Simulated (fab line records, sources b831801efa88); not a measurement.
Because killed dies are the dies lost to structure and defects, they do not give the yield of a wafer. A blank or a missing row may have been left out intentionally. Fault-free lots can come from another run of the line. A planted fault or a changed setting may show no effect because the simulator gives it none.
fab line records	flow sky130
record lots=15	wafers=45	lastDay=50
route steps=708 shown LDD_HVN@277 SPACER@305 RES_XHIGH@340 SD_N@344
lots untouched by any fault: they come from a run of this same line in which no faults occurred
startH: hours from the record's opening day to when the first of the lot's shown wafers began	waitH: hours since the lot's step before	" same as the row above	L1.1+2: one row covering several wafers at once	- either no value or no given start	* or withheld: withheld	< > ~ a bound
route shown NAME@n: NAME is a module with steps in the file, n the number in the route of the first one	usual: the fault-free wafers' mean and standard deviation	same: alike in all rows	chamber/n: place in a boat	sites: the reading at each site	_std_site: the standard deviation of these	_edge_site: mean of outer sites minus mean of inner sites	radiusMm: for every site, how far away it sits from the centre of the wafer	mask NAME#n: copy n	behind: the most recent tool/chamber to have shaped the wafer	hold: cause of the lot's hold/its duration in hours/its outcome	device: whichever transistor did not switch (one of n, p or np)	end of line: the tests these same wafers got at the end of their route	a step without rows: its recipe alone	killed: the dies lost at the first sort to structure and to defects; this is not the yield of the wafer	map: shows each die of a wafer: x if killed, . if not, _ if none is there
set.NAME: the setting the step ran with; set.NAME@STEP: the setting that earlier step ran with	model.NAME: the simulator's own value behind a step, which no gauge read
route steps across a sampled set of lots; one table per step, one row per wafer
services: when a tool's chamber went out of use (startH, in hours from the record's first day, below 0 if earlier), for how many hours, and the reason
## steps
# step SKY_LDD_HVN_TW_MEAS_10
# usual LDD_HVN_TW=1429/13
lot.wafer	tool	chamber	startH	waitH	LDD_HVN_TW
L626.1	filmMetro-02	-	487.47	0.1	1452
L626.4	"	-	"	"	1449
L626.5	"	-	"	"	1447
L628.1	filmMetro-02	-	512.38	0.1	1441
L628.3	"	-	"	"	1445
L628.4	"	-	"	"	1445
L630.1	filmMetro-02	-	521.58	0.1	1439
L630.3	"	-	"	"	1449
L630.5	"	-	"	"	1449
L631.2	filmMetro-03	-	523.54	0.1	1423
L631.3	"	-	"	"	1421
L631.4	"	-	"	"	1425
L632.2	filmMetro-02	-	532.79	0.1	1436
L632.4	"	-	"	"	1440
L632.5	"	-	"	"	1448
L633.1	filmMetro-03	-	539.20	0.1	1425
L633.2	"	-	"	"	1430
L633.6	"	-	"	"	1432
L634.1	filmMetro-03	-	547.33	0.1	1429
L634.3	"	-	"	"	1426
L634.4	"	-	"	"	1431
L636.1	filmMetro-02	-	564.18	0.1	1435
L636.4	"	-	"	"	1435
L636.6	"	-	"	"	1439
L639.2	filmMetro-04	-	588.74	0.1	1406
L639.3	"	-	"	"	1414
L639.6	"	-	"	"	1404
L640.2	filmMetro-02	-	614.52	0.1	1437
L640.3	"	-	"	"	1439
L640.4	"	-	"	"	1444
L642.1	filmMetro-04	-	630.66	0.1	1407
L642.2	"	-	"	"	1420
L642.4	"	-	"	"	1411
L641.3	filmMetro-03	-	631.75	0.1	1433
L641.5	"	-	"	"	1438
L641.6	"	-	"	"	1435
L643.3	filmMetro-04	-	636.80	0.1	1407
L643.5	"	-	"	"	1422
L643.6	"	-	"	"	1406
L644.1	filmMetro-02	-	637.96	0.1	1442
L644.5	"	-	"	"	1450
L644.6	"	-	"	"	1435
L647.2	filmMetro-03	-	659.62	0.1	1423
L647.4	"	-	"	"	1427
L647.6	"	-	"	"	1428
# step SKY_SPACER_THK_MEAS_01
# recipe reads=Si3N4_of_SPACER_CVD_00
# usual SPACER_CVD_00_THK=43.2/0.53
lot.wafer	tool	chamber	startH	waitH	SPACER_CVD_00_THK[nm]
L626.1	filmMetro-02	-	550.01	0.0	43.3
L626.4	"	-	"	"	43.3
L626.5	"	-	"	"	43.3
L628.1	filmMetro-01	-	574.42	0.0	43.4
L628.3	"	-	"	"	43.1
L628.4	"	-	"	"	43.2
L630.1	filmMetro-01	-	583.33	0.0	43.5
L630.3	"	-	"	"	43.6
L630.5	"	-	"	"	43.8
L631.2	filmMetro-02	-	585.01	0.0	43.3
L631.3	"	-	"	"	43.0
L631.4	"	-	"	"	42.9
L632.2	filmMetro-02	-	594.01	0.0	44.4
L632.4	"	-	"	"	43.9
L632.5	"	-	"	"	44.0
L633.1	filmMetro-04	-	600.55	0.0	42.5
L633.2	"	-	"	"	42.7
L633.6	"	-	"	"	42.3
L634.1	filmMetro-01	-	607.33	0.0	43.5
L634.3	"	-	"	"	43.5
L634.4	"	-	"	"	43.2
L636.1	filmMetro-02	-	625.13	0.0	43.1
L636.4	"	-	"	"	43.5
L636.6	"	-	"	"	43.5
L639.2	filmMetro-04	-	649.19	0.0	43.3
L639.3	"	-	"	"	43.3
L639.6	"	-	"	"	43.8
L640.2	filmMetro-02	-	674.12	0.0	43.1
L640.3	"	-	"	"	43.3
L640.4	"	-	"	"	43.0
L642.1	filmMetro-04	-	689.08	0.0	43.4
L642.2	"	-	"	"	42.9
L642.4	"	-	"	"	42.6
L641.3	filmMetro-01	-	690.97	0.0	43.0
L641.5	"	-	"	"	43.0
L641.6	"	-	"	"	42.6
L644.1	filmMetro-04	-	695.64	0.0	42.6
L644.5	"	-	"	"	42.7
L644.6	"	-	"	"	42.9
L643.3	filmMetro-01	-	695.66	0.0	42.7
L643.5	"	-	"	"	42.8
L643.6	"	-	"	"	43.3
L647.2	filmMetro-01	-	718.55	0.0	43.4
L647.4	"	-	"	"	43.1
L647.6	"	-	"	"	43.0
# step SKY_RES_XHIGH_STRIP_08
# recipe chemistry=O2/N2	powerW=1400	pressureMtorr=1500	platenTempC=withheld	o2FlowSccm=3000	n2FlowSccm=300	overashFraction=0.5
# usual drypumpMotorCurrentA=5.68/0.3	oesProductAu=0.711/0.0042	stripTimeToEndpointS=14.26/0.045
lot.wafer	tool	chamber	startH	waitH	drypumpMotorCurrentA	oesProductAu	rfHoursCounterH	stripTimeToEndpointS
L626.1	plasmaAsher-01	0	638.70	0.1	5.52	0.712	93	14.29
L626.4	"	1	"	"	5.41	0.714	-	14.27
L626.5	"	0	"	"	5.54	0.711	-	14.30
L628.1	plasmaAsher-03	1	661.08	0.1	5.93	0.712	23	14.24
L628.3	"	1	"	"	5.92	0.711	-	14.24
L628.4	"	0	"	"	5.22	0.712	-	14.27
L630.1	plasmaAsher-01	1	671.20	0.1	5.42	0.714	96	14.31
L630.3	"	1	"	"	5.47	0.711	-	14.34
L630.5	"	1	"	"	5.40	0.718	-	14.37
L631.2	plasmaAsher-04	1	672.11	0.1	5.73	0.709	53	14.29
L631.3	"	1	"	"	5.77	0.720	-	14.23
L631.4	"	0	"	"	6.09	0.705	-	14.26
L632.2	plasmaAsher-04	1	680.90	0.1	5.69	0.707	54	14.26
L632.4	"	1	"	"	5.66	0.719	-	14.27
L632.5	"	0	"	"	6.13	0.710	-	14.26
L633.1	plasmaAsher-03	1	686.76	0.1	5.89	0.713	26	14.28
L633.2	"	0	"	"	5.20	0.716	26	14.22
L633.6	"	1	"	"	5.93	0.711	-	14.25
L634.1	plasmaAsher-03	1	692.51	0.1	5.91	0.712	26	14.24
L634.3	"	1	"	"	5.93	0.710	-	14.25
L634.4	"	0	"	"	5.21	0.717	-	14.19
L636.1	plasmaAsher-04	1	710.28	0.1	5.72	0.706	56	14.23
L636.4	"	0	"	"	6.05	0.713	-	14.30
L636.6	"	0	"	"	6.09	0.717	-	14.26
L639.2	plasmaAsher-03	0	732.71	0.1	5.23	0.706	29	14.27
L639.3	"	0	"	"	5.20	0.716	-	14.23
L639.6	"	1	"	"	5.93	0.708	-	14.25
L640.2	plasmaAsher-04	1	758.38	0.1	5.69	0.700	62	14.26
L640.3	"	0	"	"	6.09	0.713	-	14.24
L640.4	"	1	"	"	5.71	0.715	-	14.23
L642.1	plasmaAsher-04	1	772.38	0.1	5.72	0.712	63	14.19
L642.2	"	0	"	"	6.08	0.711	63	14.28
L642.4	"	0	"	"	6.09	0.718	-	14.25
L641.3	plasmaAsher-04	0	773.93	0.1	6.13	0.712	-	14.16
L641.5	"	0	"	"	6.09	0.703	-	14.14
L641.6	"	1	"	"	5.70	0.712	-	14.21
L644.1	plasmaAsher-04	1	778.56	0.1	5.70	0.712	64	14.21
L644.5	"	0	"	"	6.09	0.713	-	14.23
L644.6	"	1	"	"	5.71	0.707	-	14.18
L643.3	plasmaAsher-01	1	778.83	0.1	5.39	0.709	-	14.29
L643.5	"	1	"	"	5.39	0.708	-	14.27
L643.6	"	0	"	"	5.53	0.713	-	14.28
L647.2	plasmaAsher-04	0	800.66	0.1	6.08	0.706	66	14.24
L647.4	"	0	"	"	6.08	0.709	-	14.22
L647.6	"	1	"	"	5.77	0.718	-	14.23
# step SKY_SD_N_COAT_02
# recipe resist=NOVOLAK	spinRpm=3000	resistThkNm=1140
# usual chillPlateTempC=23.00/0.091	dispensePressureKPa=50/3.1
lot.wafer	tool	chamber	startH	waitH	chillPlateTempC	dispensePressureKPa
L626.1	lithoTrack-04	0	652.03	0.1	23.07	54
L626.4	"	0	"	"	23.15	54
L626.5	"	0	"	"	23.09	54
L628.1	lithoTrack-04	0	674.93	0.1	22.92	54
L628.3	"	0	"	"	22.85	54
L628.4	"	0	"	"	23.04	54
L630.1	lithoTrack-01	0	684.35	0.1	23.02	51
L630.3	"	0	"	"	22.93	51
L630.5	"	0	"	"	23.10	51
L631.2	lithoTrack-01	0	685.77	0.1	23.00	51
L631.3	"	0	"	"	23.03	51
L631.4	"	0	"	"	23.07	51
L632.2	lithoTrack-04	0	694.90	0.1	22.97	54
L632.4	"	0	"	"	22.89	54
L632.5	"	0	"	"	22.95	54
L633.1	lithoTrack-02	0	700.63	0.1	22.98	47
L633.2	"	0	"	"	23.05	47
L633.6	"	0	"	"	22.82	47
L634.1	lithoTrack-02	0	705.88	0.1	22.96	47
L634.3	"	0	"	"	22.86	47
L634.4	"	0	"	"	22.87	47
L636.1	lithoTrack-04	0	723.88	0.1	23.06	54
L636.4	"	0	"	"	22.99	54
L636.6	"	0	"	"	23.05	54
L639.2	lithoTrack-01	-	746.42	0.1	-	-
L639.3	"	-	"	"	-	-
L639.6	"	-	"	"	-	-
L640.2	lithoTrack-02	-	771.25	0.1	-	-
L640.3	"	-	"	"	-	-
L640.4	"	-	"	"	-	-
L642.1	lithoTrack-02	-	785.13	0.1	-	-
L642.2	"	-	"	"	-	-
L642.4	"	-	"	"	-	-
L641.3	lithoTrack-02	0	787.48	0.1	22.93	47
L641.5	"	0	"	"	23.04	47
L641.6	"	0	"	"	23.04	47
L644.1	lithoTrack-04	0	790.68	0.1	22.97	54
L644.5	"	0	"	"	22.84	54
L644.6	"	0	"	"	22.90	54
L643.3	lithoTrack-02	0	791.08	0.1	22.95	47
L643.5	"	0	"	"	22.75	47
L643.6	"	0	"	"	22.96	47
L647.2	lithoTrack-04	0	813.70	0.1	23.03	54
L647.4	"	0	"	"	22.99	54
L647.6	"	0	"	"	22.89	54
# step SKY_SD_N_CD_MEAS_07
# recipe targetCdNm=380
# usual cdNm=380.0/2.4
lot.wafer	tool	chamber	startH	waitH	cdNm
L626.1	cdSem-02	-	666.98	0.1	378.0
L626.4	"	-	"	"	378.1
L626.5	"	-	"	"	379.4
L628.1	cdSem-02	-	688.98	0.1	379.8
L628.3	"	-	"	"	380.5
L628.4	"	-	"	"	379.0
L630.1	cdSem-01	-	699.38	0.1	377.9
L630.3	"	-	"	"	378.8
L630.5	"	-	"	"	377.0
L631.2	cdSem-01	-	700.17	0.1	381.8
L631.3	"	-	"	"	379.0
L631.4	"	-	"	"	382.7
L632.2	cdSem-02	-	708.25	0.1	384.0
L632.4	"	-	"	"	382.5
L632.5	"	-	"	"	384.3
L633.1	cdSem-02	-	714.38	0.1	377.7
L633.2	"	-	"	"	378.4
L633.6	"	-	"	"	379.7
L634.1	cdSem-01	-	720.33	0.1	382.4
L634.3	"	-	"	"	380.4
L634.4	"	-	"	"	382.1
L636.1	cdSem-01	-	737.73	0.1	380.7
L636.4	"	-	"	"	380.9
L636.6	"	-	"	"	379.0
L639.2	cdSem-02	-	759.80	0.1	-
L639.3	"	-	"	"	-
L639.6	"	-	"	"	-
L640.2	cdSem-02	-	784.72	0.1	-
L640.3	"	-	"	"	-
L640.4	"	-	"	"	-
L642.1	cdSem-02	-	797.73	0.1	-
L642.2	"	-	"	"	-
L642.4	"	-	"	"	-
L641.3	cdSem-02	-	801.07	0.1	379.8
L641.5	"	-	"	"	380.2
L641.6	"	-	"	"	383.7
L644.1	cdSem-02	-	804.08	0.1	377.6
L644.5	"	-	"	"	379.2
L644.6	"	-	"	"	381.0
L643.3	cdSem-02	-	804.89	0.1	381.5
L643.5	"	-	"	"	382.4
L643.6	"	-	"	"	378.9
L647.2	cdSem-01	-	826.37	0.1	380.0
L647.4	"	-	"	"	381.6
L647.6	"	-	"	"	380.7
## services
tool	chamber	startH	hours	kind
plasmaAsher-03	-	700.71	2.8	pm
plasmaAsher-03	-	706.02	11.1	repair
plasmaAsher-01	-	733.75	9.0	pm
plasmaAsher-01	0	733.75	9.0	ventCycle
plasmaAsher-01	1	733.75	9.0	ventCycle
plasmaAsher-01	0	742.75	-	clean
plasmaAsher-01	1	742.75	-	clean
plasmaAsher-03	-	754.58	12.2	pm
plasmaAsher-01	-	770.12	3.0	repair
## key
firstSign step=SKY_SD_N_COAT_02	reading=toolRecord	direction=missing
effect step=SKY_SD_N_CD_MEAS_07	reading=cdNm	direction=missing
metAt SKY_SD_N_COAT_02
struckLots L639,L640,L642
sortLeftOut L639.2,L639.3,L639.6,L640.2,L640.3,L640.4,L642.1,L642.2,L642.4
testerLeftOut L639,L640,L642
notActingAt SKY_LDD_HVN_TW_MEAS_10,SKY_SPACER_THK_MEAS_01,SKY_RES_XHIGH_STRIP_08
onsetBetween 705.88 746.42
fault kind=skippedStepWhole	tool=lithoTrack-01,lithoTrack-02	chamber=-	onsetH=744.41	steps=SKY_SD_N_COAT_02	scope=struckLotsOnly
# testerLeftOut: of these lots the tester's yield and bins aren't shown, on N5 and GAA mostly nor the transistor test; their killed dies are dies lost to structure and defects alone, not to doping, threshold or leakage, so they don't give the yield
# sortLeftOut: the simulated sort isn't trusted on such a fault, so these wafers' sort isn't shown, and their yield isn't known
